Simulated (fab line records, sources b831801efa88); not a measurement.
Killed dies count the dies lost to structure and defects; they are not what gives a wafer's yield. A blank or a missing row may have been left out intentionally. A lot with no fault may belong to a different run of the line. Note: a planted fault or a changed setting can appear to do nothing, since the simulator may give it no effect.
fab line records	flow sky130
[record] lots = 11	wafers = 33	last-day = 49
route steps=708 shown POLY_GATE@205 VIA2@521 VIA4@642 PAD_OPEN@708
lots that met no fault: taken from a fault-free run of the same line
start-h: start of the lot's first displayed wafer, in hours after the record's first day	wait-h: how many hours have passed since the lot's step before this one	" the same as in the row above	L1.1+2: one row covering several wafers at once	- either no value or no given start	* or withheld: withheld	< > ~ a bound
route shown NAME@n: a module of which the file shows steps, and the number in the route of the first	usual: mean/standard deviation taken from wafers without a fault	same: alike in all rows	chamber/n: place in a boat	sites: the reading at each site	_std_site: the values' standard deviation	_edge_site: the outer-site mean with the inner-site mean subtracted	radius-mm: how far each site lies from the wafer's centre	mask NAME#n: copy n	behind: the tool/chamber that last shaped the wafer	hold: cause of the lot's hold/its duration in hours/its outcome	device: names the non-switching transistor (n, p or np)	end of line: the same wafers' tests at the end of the route	a step with no rows: only its recipe	killed: count of dies lost to structure and defects at first sort (not the wafer's yield)	map: the dies of a wafer, with x for killed, . for not killed, _ for no die there
set.NAME: the setting the step ran with; set.NAME@STEP: the setting that earlier step ran with	model.NAME: the simulator's own value behind a step, which no gauge read
a sample of lots followed through the steps of the route, with each step as a table and each wafer as a row
services: when a tool's chamber went out of use (start-h, in hours from the record's first day, below 0 if earlier), for how many hours, and the reason
[[steps]]
[step SKY_POLY_GATE_THK_MEAS_01]
[recipe] reads = poly-Si_of_POLY_GATE_CVD_00
[usual] POLY_GATE_CVD_00_THK = 180.8/1.6
lot.wafer	tool	chamber	start-h	wait-h	POLY_GATE_CVD_00_THK[nm]
L518.2	film-metro-03	-	310.57	0.0	179.8
L518.5	"	-	"	"	180.3
L518.6	"	-	"	"	181.3
L519.1	film-metro-03	-	321.49	0.0	178.4
L519.3	"	-	"	"	179.2
L519.4	"	-	"	"	177.9
L521.4	film-metro-02	-	331.46	0.0	181.2
L521.5	"	-	"	"	180.4
L521.6	"	-	"	"	180.6
L522.4	film-metro-01	-	345.02	0.0	180.7
L522.5	"	-	"	"	183.9
L522.6	"	-	"	"	181.7
L523.1	film-metro-02	-	363.80	0.0	184.1
L523.3	"	-	"	"	182.6
L523.5	"	-	"	"	181.3
L525.2	film-metro-03	-	380.53	0.0	180.7
L525.4	"	-	"	"	180.3
L525.6	"	-	"	"	181.6
L524.2	film-metro-01	-	382.07	0.0	181.0
L524.5	"	-	"	"	183.6
L524.6	"	-	"	"	183.7
L534.3	film-metro-03	-	459.01	0.0	180.1
L534.4	"	-	"	"	179.5
L534.6	"	-	"	"	182.0
L536.1	film-metro-02	-	465.04	0.0	179.4
L536.5	"	-	"	"	180.0
L536.6	"	-	"	"	180.4
L537.2	film-metro-01	-	472.40	0.0	183.9
L537.4	"	-	"	"	182.0
L537.6	"	-	"	"	180.8
L538.3	film-metro-01	-	483.92	0.0	179.8
L538.5	"	-	"	"	180.5
L538.6	"	-	"	"	181.7
[step SKY_VIA2_ETCH_14]
[recipe] chemistry = N2/H2	target = BARC	ion-energy-ev = 200	source-w = 500	bias-w = 100	pressure-mtorr = 30	n2-flow-sccm = 100	h2-flow-sccm = 200	stop-on = SiO2	time-s = 45.9	target-depth-a = 600
[usual] drypump-motor-current-A = 5.7/0.42	oes-product-au = 0.854/0.0047	throttle-valve-pct = 13.224/0.0082
lot.wafer	tool	chamber	start-h	wait-h	drypump-motor-current-A	oes-product-au	rf-hours-counter-h	throttle-valve-pct
L518.2	rie-diel-01	1	846.26	0.0	5.8	0.851	14	13.213
L518.5	"	1	"	"	5.8	0.853	-	13.226
L518.6	"	0	"	"	5.2	0.852	-	13.220
L519.1	rie-diel-02	1	858.21	0.0	5.5	0.850	14	13.233
L519.3	"	2	"	"	5.7	0.855	7	13.226
L519.4	"	3	"	"	5.9	0.853	19	13.216
L521.4	rie-diel-02	1	864.26	0.0	5.4	0.851	14	13.230
L521.5	"	0	"	"	5.2	0.854	-	13.240
L521.6	"	3	"	"	5.9	0.855	-	13.236
L522.4	rie-diel-04	1	893.11	0.0	4.7	0.861	5	13.217
L522.5	"	0	"	"	6.3	0.857	-	13.211
L522.6	"	3	"	"	5.3	0.858	-	13.217
L523.1	rie-diel-02	2	896.82	0.0	5.7	0.870	8	13.225
L523.3	"	3	"	"	5.9	0.857	20	13.220
L523.5	"	2	"	"	5.7	0.853	-	13.231
L525.2	rie-diel-01	0	908.16	0.0	5.3	0.851	11	13.217
L525.4	"	3	"	"	5.9	0.858	19	13.230
L525.6	"	2	"	"	6.2	0.842	-	13.223
L524.2	rie-diel-04	0	908.38	0.0	6.3	0.856	14	13.219
L524.5	"	0	"	"	6.3	0.856	-	13.232
L524.6	"	1	"	"	4.8	0.852	-	13.226
L534.3	rie-diel-04	3	972.26	0.0	5.3	0.860	22	13.217
L534.4	"	3	"	"	5.3	0.845	-	13.227
L534.6	"	0	"	"	6.3	0.854	-	13.235
L536.1	rie-diel-01	3	980.91	0.0	5.9	0.856	21	13.220
L536.5	"	1	"	"	5.8	0.865	-	13.226
L536.6	"	0	"	"	5.2	0.854	-	13.208
L537.2	rie-diel-01	0	984.21	0.0	5.3	0.859	13	13.234
L537.4	"	3	"	"	6.0	0.857	22	13.214
L537.6	"	3	"	"	6.0	0.858	-	13.236
L538.3	rie-diel-01	3	989.81	0.0	6.0	0.857	22	13.224
L538.5	"	3	"	"	6.0	0.857	-	13.223
L538.6	"	2	"	"	6.1	0.856	-	13.221
[step SKY_VIA2_STRIP_16]
[recipe] chemistry = O2/N2	power-w = 1400	pressure-mtorr = 1500	platen-temp-c = withheld	o2-flow-sccm = 3000	n2-flow-sccm = 300	overash-fraction = 0.5
[usual] drypump-motor-current-A = 5.4/0.4	oes-product-au = 0.399/0.0044	strip-time-to-endpoint-s = 4.063/0.026
lot.wafer	tool	chamber	start-h	wait-h	drypump-motor-current-A	oes-product-au	rf-hours-counter-h	strip-time-to-endpoint-s
L518.2	plasma-asher-03	0	846.37	0.0	6.4	0.395	10	4.053
L518.5	"	0	"	"	6.4	0.405	-	4.056
L518.6	"	1	"	"	5.4	0.399	-	4.048
L519.1	plasma-asher-01	0	858.32	0.0	5.2	0.391	42	4.029
L519.3	"	1	"	"	5.4	0.393	-	4.005
L519.4	"	0	"	"	5.2	0.400	-	4.031
L521.4	plasma-asher-03	0	864.40	0.1	6.5	0.399	-	4.012
L521.5	"	1	"	"	5.4	0.398	-	4.034
L521.6	"	0	"	"	6.4	0.394	-	4.028
L522.4	plasma-asher-01	0	893.25	0.1	5.2	0.403	-	4.061
L522.5	"	0	"	"	5.2	0.399	-	4.059
L522.6	"	1	"	"	5.4	0.401	-	4.083
L523.1	plasma-asher-02	0	896.92	0.0	4.9	0.394	108	4.047
L523.3	"	0	"	"	4.9	0.404	-	4.108
L523.5	"	1	"	"	5.6	0.396	-	4.048
L525.2	plasma-asher-02	0	908.27	0.0	4.9	0.408	110	4.059
L525.4	"	1	"	"	5.6	0.402	-	4.086
L525.6	"	0	"	"	4.9	0.398	-	4.060
L524.2	plasma-asher-02	0	908.57	0.1	4.9	0.395	111	4.087
L524.5	"	1	"	"	5.6	0.401	-	4.067
L524.6	"	0	"	"	4.9	0.398	-	4.052
L534.3	plasma-asher-01	0	972.40	0.1	5.2	0.408	-	4.100
L534.4	"	1	"	"	5.5	0.408	-	4.093
L534.6	"	1	"	"	5.4	0.394	-	3.841
L536.1	plasma-asher-01	0	981.01	0.0	5.2	0.397	52	4.057
L536.5	"	1	"	"	5.5	0.401	-	4.051
L536.6	"	0	"	"	5.2	0.402	-	4.033
L537.2	plasma-asher-02	1	984.31	0.0	5.6	0.396	118	4.064
L537.4	"	1	"	"	5.6	0.394	-	4.089
L537.6	"	1	"	"	5.6	0.399	-	4.067
L538.3	plasma-asher-01	1	989.95	0.1	5.4	0.401	-	4.087
L538.5	"	1	"	"	5.4	0.404	-	4.087
L538.6	"	0	"	"	5.2	0.405	-	4.081
[step SKY_VIA4_BOW_MEAS_03]
[recipe] mode = bow
[usual] VIA4_BOW = 78/9
lot.wafer	tool	chamber	start-h	wait-h	VIA4_BOW[um]
L518.2	film-metro-04	-	978.59	0.2	92
L518.5	"	-	"	"	79
L518.6	"	-	"	"	78
L519.1	film-metro-01	-	990.23	0.1	95
L519.3	"	-	"	"	79
L519.4	"	-	"	"	86
L521.4	film-metro-04	-	996.63	0.2	95
L521.5	"	-	"	"	84
L521.6	"	-	"	"	86
L522.4	film-metro-01	-	1020.68	0.2	89
L522.5	"	-	"	"	80
L522.6	"	-	"	"	86
L523.1	film-metro-04	-	1025.71	0.2	82
L523.3	"	-	"	"	81
L523.5	"	-	"	"	70
L525.2	film-metro-01	-	1036.06	0.2	87
L525.4	"	-	"	"	84
L525.6	"	-	"	"	87
L524.2	film-metro-01	-	1036.66	0.2	61
L524.5	"	-	"	"	62
L524.6	"	-	"	"	75
L534.3	film-metro-04	-	1093.32	0.3	77
L534.4	"	-	"	"	81
L534.6	"	-	"	"	75
L536.1	film-metro-01	-	1099.14	0.1	83
L536.5	"	-	"	"	70
L536.6	"	-	"	"	72
L537.2	film-metro-02	-	1101.96	0.2	71
L537.4	"	-	"	"	80
L537.6	"	-	"	"	70
L538.3	film-metro-02	-	1105.99	0.2	67
L538.5	"	-	"	"	61
L538.6	"	-	"	"	70
[step SKY_VIA4_STRIP_13]
[recipe] chemistry = O2/N2	power-w = 1400	pressure-mtorr = 1500	platen-temp-c = withheld	o2-flow-sccm = 3000	n2-flow-sccm = 300	overash-fraction = 0.5
[usual] drypump-motor-current-A = 5.6/0.48	oes-product-au = 0.710/0.0046	strip-time-to-endpoint-s = 12.82/0.036
lot.wafer	tool	chamber	start-h	wait-h	drypump-motor-current-A	oes-product-au	rf-hours-counter-h	strip-time-to-endpoint-s
L518.2	plasma-asher-04	0	1001.22	-	5.6	0.703	89	12.83
L518.5	"	0	"	"	5.6	0.704	-	12.82
L518.6	"	1	"	"	5.8	0.720	-	12.87
L519.1	plasma-asher-02	1	1012.37	-	5.6	0.712	120	12.82
L519.3	"	0	"	"	4.9	0.713	-	12.85
L519.4	"	1	"	"	5.6	0.712	-	12.80
L521.4	plasma-asher-02	1	1019.02	-	5.6	0.711	-	12.81
L521.5	"	1	"	"	5.6	0.714	-	12.83
L521.6	"	0	"	"	4.9	0.706	-	12.88
L522.4	plasma-asher-03	1	1043.60	-	5.4	0.714	-	12.80
L522.5	"	0	"	"	6.5	0.709	-	12.77
L522.6	"	1	"	"	5.4	0.716	-	12.79
L523.1	plasma-asher-03	1	1047.93	-	5.4	0.711	30	12.81
L523.3	"	1	"	"	5.4	0.707	-	12.78
L523.5	"	0	"	"	6.4	0.709	-	12.81
L525.2	plasma-asher-03	0	1058.28	-	6.4	0.715	31	12.83
L525.4	"	1	"	"	5.4	0.706	-	12.84
L525.6	"	1	"	"	5.4	0.712	-	12.82
L524.2	plasma-asher-04	1	1058.58	-	5.8	0.704	95	12.82
L524.5	"	0	"	"	5.7	0.709	-	12.82
L524.6	"	1	"	"	5.8	0.707	-	12.84
L534.3	plasma-asher-03	0	1113.72	-	6.4	0.708	-	12.76
L534.4	"	1	"	"	5.4	0.711	-	12.80
L534.6	"	1	"	"	5.4	0.709	-	12.78
L536.1	plasma-asher-02	1	1118.53	-	5.6	0.706	6	12.86
L536.5	"	1	"	"	5.6	0.719	-	12.88
L536.6	"	0	"	"	4.9	0.720	-	12.82
L537.2	plasma-asher-04	1	1121.47	-	5.8	0.710	101	12.86
L537.4	"	0	"	"	5.6	0.712	-	12.84
L537.6	"	1	"	"	5.8	0.706	-	12.84
L538.3	plasma-asher-02	0	1125.95	-	4.9	0.704	-	12.92
L538.5	"	1	"	"	5.6	0.711	-	12.80
L538.6	"	0	"	"	4.9	0.709	-	12.85
[step SKY_PAD_OPEN_PROBE_99]
[usual] defect-limited-yield = 82.6/1.9	killed_at_M0_to_M3 = 42/7.1	killed_at_M4_up = 3.3/1.9	killed-at-contacts = 24/5	killed-at-front-end = 15/4.7	killed-at-other = 0.3/0.61	killed-dies = 86/9.6	killed-on-rim = 17/3.8	killed-open = 47/7.5	killed-short = 38/6.6	sort_bin_3_pad_short = 0.9/0.42	sort_bin_5_function = 10.2/1.5	sort_bin_6_memory = 6.3/1.1	sort-n-pass = 406/9.6	sort-yield-pct = 82.6/1.9
[same] gross-dies = 492	killed-at-back-side = 0	sort_bin_4_leakage[%] = 0	sort_bin_8_speed[%] = 0
lot.wafer	tool	chamber	start-h	wait-h	defect-limited-yield[%]	killed_at_M0_to_M3	killed_at_M4_up	killed-at-contacts	killed-at-front-end	killed-at-other	killed-dies	killed-on-rim	killed-open	killed-short	sort_bin_3_pad_short[%]	sort_bin_5_function[%]	sort_bin_6_memory[%]	sort-n-pass	sort-yield-pct[%]
L534.3	prober-01	-	1174.37	0.2	79.3	53	3	29	16	1	102	21	54	47	0.8	12.4	7.5	390	79.3
L534.4	prober-01	-	1174.42	0.2	83.9	40	1	22	15	1	79	13	45	34	0.8	8.1	7.1	413	83.9
L534.6	prober-01	-	1174.52	0.2	79.1	49	6	23	25	0	103	18	50	53	2.0	10.6	8.3	389	79.1
// killed by level:class
L534.3 VIA3:geometric-particle:open=10 CONTACT:geometric-particle:open=10 VIA1:geometric-particle:open=9 VIA1:geometric-particle:short=7 METAL2:geometric-particle:short=7 FIELD_ISO:geometric-particle:short=6 LOCAL_INTERCONNECT:geometric-particle:short=6 LI_CONTACT:geometric-particle:open=6
L534.4 VIA1:geometric-particle:open=10 CONTACT:geometric-particle:open=8 VIA1:geometric-particle:short=6 POLY_GATE:geometric-particle:open=5 LI_CONTACT:geometric-particle:open=5 VIA3:geometric-particle:open=5 VIA2:geometric-particle:open=5 FIELD_ISO:geometric-particle:short=4
L534.6 FIELD_ISO:geometric-particle:short=9 METAL1:geometric-particle:short=8 VIA3:geometric-particle:open=7 CONTACT:geometric-particle:open=7 VIA2:geometric-particle:open=7 CONTACT:geometric-particle:short=6 METAL2:geometric-particle:short=6 POLY_GATE:geometric-particle:open=5
[[services]]
tool	chamber	start-h	hours	kind
rie-diel-02	0	833.33	2.4	repair
plasma-asher-03	-	849.57	1.6	repair
plasma-asher-03	-	896.06	14.6	pm
plasma-asher-01	-	901.72	17.5	repair
rie-diel-04	-	905.36	1.4	repair
rie-diel-02	0	907.76	5.6	repair
rie-diel-02	-	915.07	0.7	repair
rie-diel-04	1	946.62	46.5	repair
plasma-asher-02	-	959.31	0.7	repair
plasma-asher-02	-	965.14	0.4	repair
plasma-asher-01	-	966.48	3.2	repair
plasma-asher-02	-	974.33	7.7	pm
plasma-asher-02	-	988.45	8.2	repair
rie-diel-02	-	990.58	3.1	repair
plasma-asher-01	-	994.69	2.8	pm
rie-diel-04	0	1017.51	5.3	repair
rie-diel-02	3	1021.09	3.0	repair
plasma-asher-01	-	1044.18	28.1	pm
plasma-asher-02	-	1055.25	9.0	pm
rie-diel-01	3	1056.20	12.8	repair
plasma-asher-04	-	1074.89	2.0	repair
rie-diel-01	1	1099.89	5.4	repair
plasma-asher-03	-	1103.54	2.8	pm
plasma-asher-01	-	1118.21	4.0	pm
[[key]]
[first-sign] step = SKY_VIA2_STRIP_16	reading = strip-time-to-endpoint-s	direction = down	sigmas = 8.5	usual = *	struck = *
effect none on later readings
met-at SKY_VIA2_ETCH_14
struck-lots L534
struck-wafers L534.6
not-acting-at SKY_POLY_GATE_THK_MEAS_01,SKY_VIA4_BOW_MEAS_03,SKY_VIA4_STRIP_13
onset-between 908.38 972.26
[fault] kind = process-parameter-drift	tool = rie-diel-04	chamber = -	onset-h = 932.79	steps = SKY_VIA2_ETCH_14	channel = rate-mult	offset = 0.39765	shape = step	end-h = 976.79	scope = struck-wafers-only
